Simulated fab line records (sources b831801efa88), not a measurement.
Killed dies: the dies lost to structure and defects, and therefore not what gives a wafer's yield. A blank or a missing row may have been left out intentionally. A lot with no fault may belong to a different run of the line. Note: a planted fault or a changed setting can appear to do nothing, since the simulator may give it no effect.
Which tool was responsible? ; flow sfq line ; 14 lots with 42 wafers sampled at 6 steps, on a route of 325 steps

## WHAT THE GAUGES SHOWED, per wafer
SFQ_R5_RS_MEAS_933: the measuring method here is four-point-probe.
lot;measured;on;R5_MONX_RS (ohm/sq)
L910;day 50 03:04;film metro-03;7.15 7.12 7.04
L912;day 50 06:04;film metro-04;6.94 7.01 7.07
L913;day 50 14:23;film metro-01;6.95 7.03 7.03
L915;day 50 18:04;film metro-01;6.95 7.11 6.99
L917;day 53 09:30;film metro-03;6.98 6.93 6.90
L918;day 53 18:28;film metro-04;7.06 7.17 7.16
L920;day 59 18:40;film metro-04;7.10 7.03 7.08
L921;day 60 01:43;film metro-04;6.96 6.98 6.99
L922;day 60 07:01;film metro-04;6.98 6.93 6.99
L923;day 60 23:49;film metro-03;6.82 6.89 6.83
L924;day 61 13:21;film metro-01;7.05 7.03 7.07
L925;day 61 23:29;film metro-03;7.00 6.95 6.98
L932;day 70 06:05;film metro-03;7.02 7.01 7.09
L933;day 70 10:18;film metro-03;6.98 7.01 7.10

## WHICH TOOL RAN EACH LOT (tool, then ch and the chambers of the sampled wafers, then the start)
lot;SFQ_TRILAYER_L0_STRIP_STRIP_009;SFQ_TRILAYER_I1_VIA_BARC_OPEN_VIA_ETCH_071;SFQ_TRILAYER_I1_VIA_ETCH_VIA_ETCH_052;SFQ_TRILAYER_M2_LITHO_EXPOSE_058;SFQ_TRILAYER_JJ_CE_STRIP_STRIP_120
L910;rie metal-04 ch 0,1, day 4 04:29;rie diel-02 ch 0,1, day 15 16:42;rie diel-02 ch 0,1, day 15 16:44;krf scanner-01 ch 0, day 16 15:55;rie metal-03 ch 0,1, day 43 10:59
L912;rie metal-04 ch 0,1, day 4 17:41;rie diel-03 ch 0,2,3, day 16 12:39;rie diel-03 ch 0,2,3, day 16 12:41;krf scanner-01 ch 0, day 17 06:19;rie metal-04 ch 0, day 43 16:55
L913;rie metal-01 ch 0,1, day 4 23:41;rie diel-01 ch 0,1, day 16 18:39;rie diel-01 ch 0,1, day 16 18:41;krf scanner-01 ch 0, day 17 12:19;rie metal-03 ch 0,1, day 43 18:07
L915;rie metal-04 ch 0,1, day 5 10:29;rie diel-02 ch 0,2,3, day 17 21:03;rie diel-02 ch 0,2,3, day 17 21:05;krf scanner-01 ch 0, day 18 13:54;rie metal-03 ch 0,1, day 45 20:50
L917;rie metal-03 ch 0,1, day 5 21:29;rie diel-03 ch 1,2, day 18 17:50;rie diel-03 ch 1,2, day 18 17:52;krf scanner-01 ch 0, day 19 09:42;rie metal-04 ch 0,1, day 52 15:43
L918;rie metal-03 ch 0,1, day 6 04:29;rie diel-01 ch 0,1,3, day 19 02:14;rie diel-01 ch 0,1,3, day 19 02:16;krf scanner-01 ch 0, day 19 17:42;rie metal-01 ch 0,1, day 52 22:35
L920;rie metal-01 ch 0,1, day 6 18:26;rie diel-03 ch 0,1,2, day 20 03:26;rie diel-03 ch 0,1,2, day 20 03:28;krf scanner-01 ch 0, day 20 18:48;rie metal-01 ch 0,1, day 59 09:22
L921;rie metal-04 ch 0,1, day 6 22:02;rie diel-02 ch 0,1,3, day 20 10:38;rie diel-02 ch 0,1,3, day 20 10:40;krf scanner-01 ch 0, day 21 20:59;rie metal-04 ch 0,1, day 59 16:34
L922;rie metal-03 ch 0,1, day 7 00:26;rie diel-03 ch 1,2,3, day 20 11:50;rie diel-03 ch 1,2,3, day 20 11:52;krf scanner-01 ch 0, day 22 00:23;rie metal-01 ch 0,1, day 59 20:40
L923;rie metal-01 ch 0,1, day 7 06:14;rie diel-01 ch 0,2,3, day 20 19:08;rie diel-01 ch 0,2,3, day 20 19:10;krf scanner-01, day 22 07:35;rie metal-01 ch 0,1, day 60 12:35
L924;rie metal-03 ch 0,1, day 7 12:14;rie diel-01 ch 0,3, day 21 17:31;rie diel-01 ch 0,3, day 21 17:34;krf scanner-01, day 23 02:47;rie metal-03 ch 0,1, day 61 04:41
L925;rie metal-01 ch 0,1, day 7 18:14;rie diel-02 ch 0,3, day 22 07:55;rie diel-02 ch 0,3, day 22 07:58;krf scanner-01 ch 0, day 23 13:20;rie metal-03 ch 0,1, day 61 14:59
L932;rie metal-03 ch 0,1, day 9 12:14;rie diel-02 ch 0,2,3, day 24 23:50;rie diel-02 ch 0,2,3, day 24 23:53;krf scanner-01 ch 0, day 26 09:07;rie metal-03 ch 0,1, day 64 05:38
L933;rie metal-04 ch 0,1, day 9 18:14;rie diel-01 ch 1,2,3, day 25 08:14;rie diel-01 ch 1,2,3, day 25 08:17;krf scanner-01 ch 0, day 26 16:31;rie metal-01 ch 1, day 64 08:02
- SFQ_TRILAYER_L0_STRIP_STRIP_009: strips in O2.
- SFQ_TRILAYER_I1_VIA_BARC_OPEN_VIA_ETCH_071: etches BARC in O2, target depth 125 nm, time 41.7 s.
- SFQ_TRILAYER_I1_VIA_ETCH_VIA_ETCH_052: etches SiO2 in CHF3, stops on Nb, target depth 260 nm.
- SFQ_TRILAYER_M2_LITHO_EXPOSE_058: exposes mask M2, target cd 500 nm.
- SFQ_TRILAYER_JJ_CE_STRIP_STRIP_120: strips in O2.

## AS READ BY THE TOOLS THEMSELVES (means over the sampled wafers that have a number; for cases with no such wafer, the mark the record gives instead)
SFQ_TRILAYER_L0_STRIP_STRIP_009.
lot;tool;drypump motor current A (A);he backside leak sccm (sccm);oes product au (a.u.)
L910;rie metal-04;5.56;3.62;0.994
L912;rie metal-04;5.58;3.47;0.987
L913;rie metal-01;5.45;3.39;1.002
L915;rie metal-04;5.59;3.53;0.993
L917;rie metal-03;5.37;3.49;1.001
L918;rie metal-03;5.60;3.29;1.011
L920;rie metal-01;5.52;3.39;1.008
L921;rie metal-04;5.58;3.84;0.988
L922;rie metal-03;5.59;3.36;1.007
L923;rie metal-01;5.54;3.43;1.004
L924;rie metal-03;5.59;3.34;0.998
L925;rie metal-01;5.47;3.45;1.009
L932;rie metal-03;5.60;3.32;1.014
L933;rie metal-04;5.57;3.70;0.986

SFQ_TRILAYER_I1_VIA_BARC_OPEN_VIA_ETCH_071.
lot;tool;bias w (W);chamber pressure mTorr (mTorr);drypump motor current A (A);oes product au (a.u.)
L910;rie diel-02;80.23;30.013;6.2;0.684
L912;rie diel-03;80.09;30.009;5.3;0.684
L913;rie diel-01;79.88;30.015;5.6;0.689
L915;rie diel-02;80.04;30.014;5.9;0.687
L917;rie diel-03;80.12;30.012;5.9;0.680
L918;rie diel-01;79.85;30.022;5.5;0.684
L920;rie diel-03;79.79;30.015;5.4;0.684
L921;rie diel-02;80.16;29.987;6.0;0.683
L922;rie diel-03;79.91;30.007;5.8;0.684
L923;rie diel-01;-;-;-;-
L924;rie diel-01;-;-;-;-
L925;rie diel-02;79.85;29.991;5.9;0.685
L932;rie diel-02;80.06;30.024;5.9;0.684
L933;rie diel-01;79.97;29.994;5.5;0.684

SFQ_TRILAYER_I1_VIA_ETCH_VIA_ETCH_052.
lot;tool;bias w (W);chamber pressure mTorr (mTorr);drypump motor current A (A);oes product au (a.u.)
L910;rie diel-02;79.65;30.021;6.3;0.850
L912;rie diel-03;80.00;30.013;5.3;0.857
L913;rie diel-01;80.05;29.972;5.6;0.855
L915;rie diel-02;80.04;30.007;5.9;0.858
L917;rie diel-03;79.87;30.018;5.9;0.856
L918;rie diel-01;80.04;30.000;5.5;0.852
L920;rie diel-03;80.14;30.000;5.4;0.851
L921;rie diel-02;79.77;29.980;6.0;0.848
L922;rie diel-03;80.11;29.978;5.8;0.853
L923;rie diel-01;79.88;29.998;5.9;0.375
L924;rie diel-01;79.97;29.992;5.9;0.376
L925;rie diel-02;80.00;29.990;5.9;0.852
L932;rie diel-02;79.99;30.005;5.9;0.853
L933;rie diel-01;80.12;30.003;5.5;0.857

SFQ_TRILAYER_M2_LITHO_EXPOSE_058.
lot;tool;exposure dose mJ cm2;focus offset nm (nm)
L910;krf scanner-01;14.407;-0.1
L912;krf scanner-01;14.396;0.2
L913;krf scanner-01;14.398;-0.3
L915;krf scanner-01;14.398;-0.5
L917;krf scanner-01;14.391;-0.1
L918;krf scanner-01;14.398;-0.0
L920;krf scanner-01;14.401;0.5
L921;krf scanner-01;14.414;0.4
L922;krf scanner-01;14.400;-0.7
L923;krf scanner-01;-;-
L924;krf scanner-01;-;-
L925;krf scanner-01;14.380;-0.1
L932;krf scanner-01;14.395;-0.4
L933;krf scanner-01;14.395;-0.5

SFQ_TRILAYER_JJ_CE_STRIP_STRIP_120.
lot;tool;drypump motor current A (A);he backside leak sccm (sccm);oes product au (a.u.)
L910;rie metal-03;5.37;3.4;1.016
L912;rie metal-04;5.59;3.6;1.000
L913;rie metal-03;5.39;3.4;1.006
L915;rie metal-03;5.60;3.3;1.009
L917;rie metal-04;5.57;3.7;1.001
L918;rie metal-01;5.50;3.6;1.000
L920;rie metal-01;5.46;3.5;0.997
L921;rie metal-04;5.58;3.3;0.996
L922;rie metal-01;5.52;3.5;0.995
L923;rie metal-01;5.45;3.4;0.992
L924;rie metal-03;5.36;3.6;1.003
L925;rie metal-03;5.39;3.5;1.009
L932;rie metal-03;5.59;3.3;1.000
L933;rie metal-01;5.58;3.4;1.002

## THE ANSWER, worked out from the rows above alone
Rule: what is usual is taken from the lots themselves. The widest of any qualifying gaps counts: lots, ordered by their means at a reading, are off when they make up no more than a third of the lots, leave a main group of 4 or more, and stand apart from it by 3 or more times the standard deviation of that group's means. The tables above print the reading to a certain number of digits; a main group whose means all agree to those digits is not used. A lot without any number at a reading at which 4 lots or more have one is off too. Any other lot the step has rows for is counted as sound. After the gauges, taken in route order, come the tools' own readings; for these a lot's mean is taken, as printed above. At the first step where some lot is off, the reading lying furthest off is the one used; lots without a number count as furthest.
Off, at SFQ_TRILAYER_I1_VIA_BARC_OPEN_VIA_ETCH_071 on bias w: L923, L924. Without a number there: L923, L924. Main group: mean 80.00 W, sd 0.13.
A tool fits if, at that step or a process step before it, it ran every lot that is off, and no sound lot after the first of them. None of those tried fits.

## WHAT THE SIMULATOR HAD INSERTED
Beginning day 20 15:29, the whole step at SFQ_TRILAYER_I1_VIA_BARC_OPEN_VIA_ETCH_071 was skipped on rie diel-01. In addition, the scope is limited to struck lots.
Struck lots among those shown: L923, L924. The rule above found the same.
